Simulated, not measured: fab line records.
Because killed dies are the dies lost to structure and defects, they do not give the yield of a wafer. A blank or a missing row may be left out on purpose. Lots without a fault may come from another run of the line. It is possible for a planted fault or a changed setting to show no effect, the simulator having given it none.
Matching of chambers | flow gf180mcu | cmp-01 running GF_V5_CMP_26: 4 sister chambers
The step polishes, stops on SiO2, t overpolish 15 s, target thk 0 nm. 17 wafers are shown with their chamber, then 8 later ones without.

== WAFERS PAIRED WITH THEIR CHAMBERS ==
wafer  | chamber | motor-current-A (A) | time-to-endpoint-s (s)
L520.4 | 3       | 13.0                | 86
L520.5 | 2       | 10.5                | 88
L520.6 | 1       | 12.0                | 81
L521.1 | 1       | 11.6                | 87
L521.2 | 0       | 10.5                | 88
L521.6 | 1       | 11.7                | 82
L522.3 | 2       | 10.3                | 86
L522.5 | 3       | 12.8                | 87
L523.2 | 1       | 11.6                | 83
L523.5 | 0       | 9.9                 | 90
L535.2 | 1       | 11.3                | 89
L535.3 | 2       | 10.7                | 90
L535.4 | 0       | 9.8                 | 88
L536.3 | 3       | 12.7                | 86
L536.4 | 0       | 10.1                | 89
L536.6 | 3       | 13.1                | 89
L537.1 | 0       | 10.0                | 82

SIGNATURES (means of the wafers above)
reading            | chamber 0 | chamber 1 | chamber 2 | chamber 3 | scatter within a chamber
motor-current-A    | 10.060    | 11.640    | 10.500    | 12.900    | 0.236
time-to-endpoint-s | 87.40     | 84.40     | 88.00     | 87.00     | 2.78
Rule: for each reading, subtract the chamber's mean from the wafer's reading, divide by that reading's scatter and square the result; add these up over the readings and take the root, which gives the wafer's distance from the chamber. The wafer belongs to the nearest chamber; if the next one is less than 2 further off, it can't be placed. The scatter: take each reading less its chamber's mean, square it, sum over the shown wafers, divide by the number of wafers less the number of chambers, and take the root.

== WAFERS WITH NO CHAMBER GIVEN ==
wafer  | motor-current-A (A) | time-to-endpoint-s (s)
L537.3 | 13.5                | 83
L537.4 | 11.0                | 83
L538.1 | 10.3                | 85
L538.2 | 10.1                | 86
L538.3 | 12.5                | 84
L540.2 | 10.5                | 87
L540.3 | 11.6                | 88
L540.6 | 10.9                | 84

== EACH ONE'S CHAMBER ==
wafer  | from the rows above          | in truth
L537.3 | 3                            | 3
L537.4 | can't be placed: 1 or 2 or 0 | 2
L538.1 | can't be placed: 0 or 2      | 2
L538.2 | can't be placed: 0 or 2      | 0
L538.3 | can't be placed: 3 or 1      | 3
L540.2 | can't be placed: 2 or 0      | 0
L540.3 | 1                            | 1
L540.6 | can't be placed: 2 or 1 or 0 | 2
2 of 8 placed correctly. Can't be placed from these rows: 6 (the true chamber is among the candidates in 6). Wrongly placed: 0.
